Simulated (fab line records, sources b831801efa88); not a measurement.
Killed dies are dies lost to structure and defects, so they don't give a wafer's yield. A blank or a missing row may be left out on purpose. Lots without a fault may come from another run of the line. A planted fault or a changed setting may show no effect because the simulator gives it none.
A struck lot beside a sound one | flow sky130 | 16 steps out of a route of 708
Sound: wafers L399.2, L399.3, L399.5. Struck: wafers L395.2, L395.4, L395.5. The cause comes at the end.
At each step with rows: each side's tool, then ch and its chambers, then its first start. Under that, the readings that differ: sound wafers | struck wafers | difference of the means | sigmas: that difference in standard deviations of wafers without a fault.
alike: readings whose means differ by less than 2 such deviations, and words and numbers that are the same on both sides. not compared: withheld readings, readings that some wafer has no value for, bounds like >300 that may hide the same value, and numbers for which the record gives no deviation and whose values overlap.
The two part at a step that has a row with sigmas, a row that says differs or no value, or rows on one side only. Numbers that don't overlap but have no deviation are shown without sigmas and don't part them. A reading that every wafer of one side lacks parts them only if that side has two wafers or more.

first, 4 steps without rows for these wafers: SKY_LDD_N_IMPLANT_12; SKY_LDD_N_IMPLANT_13; SKY_LDD_N_IMPLANT_14; SKY_LDD_N_IMPLANT_15.
SKY_LDD_N_STRIP_16: strips in O2/N2.
  sound on plasma_asher-01 ch 0, day 19 05:43; struck on plasma_asher-03 ch 0,1, day 18 03:55
  reading                     | sound          | struck         | difference | sigmas
  drypump_motor_current_A (A) | 5.22 5.25 5.23 | 6.15 5.82 6.15 | +0.81      | +3
  alike: n2_flow_sccm, oes_product_au, strip_time_to_endpoint_s
  not compared: rf_hours_counter_h
SKY_LDD_N_TW_MEAS_17:
  sound on film_metro-03, day 19 05:50; struck on film_metro-01, day 18 04:02
  reading  | sound          | struck         | difference | sigmas
  LDD_N_TW | 2598 2601 2599 | 2545 2554 2545 | -51        | -3
then, 6 steps without rows for these wafers: SKY_LDD_P_DEHYDRATE_00 (time 60 s); SKY_LDD_P_HMDS_01 (prime time 60 s); SKY_LDD_P_COAT_02 (resist thk 1140 nm); SKY_LDD_P_SOFTBAKE_03 (time 60 s); SKY_LDD_P_EXPOSE_04 (exposes mask PSDM, target cd 380 nm); SKY_LDD_P_PEB_05.
SKY_LDD_P_DEVELOP_06: develop time 60 s.
  sound on litho_track-03 ch 0, day 20 12:34; struck on litho_track-01 ch 0, day 19 08:44
  reading              | sound             | struck            | difference | sigmas
  developer_temp_C (C) | 22.90 23.07 22.82 | 25.27 25.41 25.26 | +2.38      | +20
  alike: chill_plate_temp_C
SKY_LDD_P_CD_MEAS_07: target cd 380 nm.
  sound on cd_sem-01, day 20 12:43; struck on cd_sem-01, day 19 08:53
  reading    | sound             | struck            | difference | sigmas
  cd_nm (nm) | 380.7 379.1 381.2 | 375.4 371.7 374.4 | -6.5       | -3
SKY_LDD_P_OVL_MEAS_08:
  sound on overlay-02, day 20 12:49; struck on overlay-01, day 19 08:59
  alike: LDD_P_OVL
-- the record jumps here: 27 days lie between the struck wafers' starts before and after (it left off in module LDD_P and takes up again in module PAD_OPEN, whose first step shown is number 708 of the route) --
SKY_PAD_OPEN_PROBE_99:
  sound on prober-01, day 46 18:58; struck on prober-02, day 45 22:52
  alike: killed_at_M0_to_M3, killed_at_M4_up, killed_at_contacts, killed_at_front_end, killed_at_other, killed_dies, killed_on_rim, killed_open, killed_short

WHERE THEY PART
First at SKY_LDD_N_STRIP_16; last, within this record, at SKY_LDD_P_CD_MEAS_07. Later steps at which nothing parts them and some readings are alike: SKY_LDD_P_OVL_MEAS_08, SKY_PAD_OPEN_PROBE_99.

WHY: what the simulator had put in
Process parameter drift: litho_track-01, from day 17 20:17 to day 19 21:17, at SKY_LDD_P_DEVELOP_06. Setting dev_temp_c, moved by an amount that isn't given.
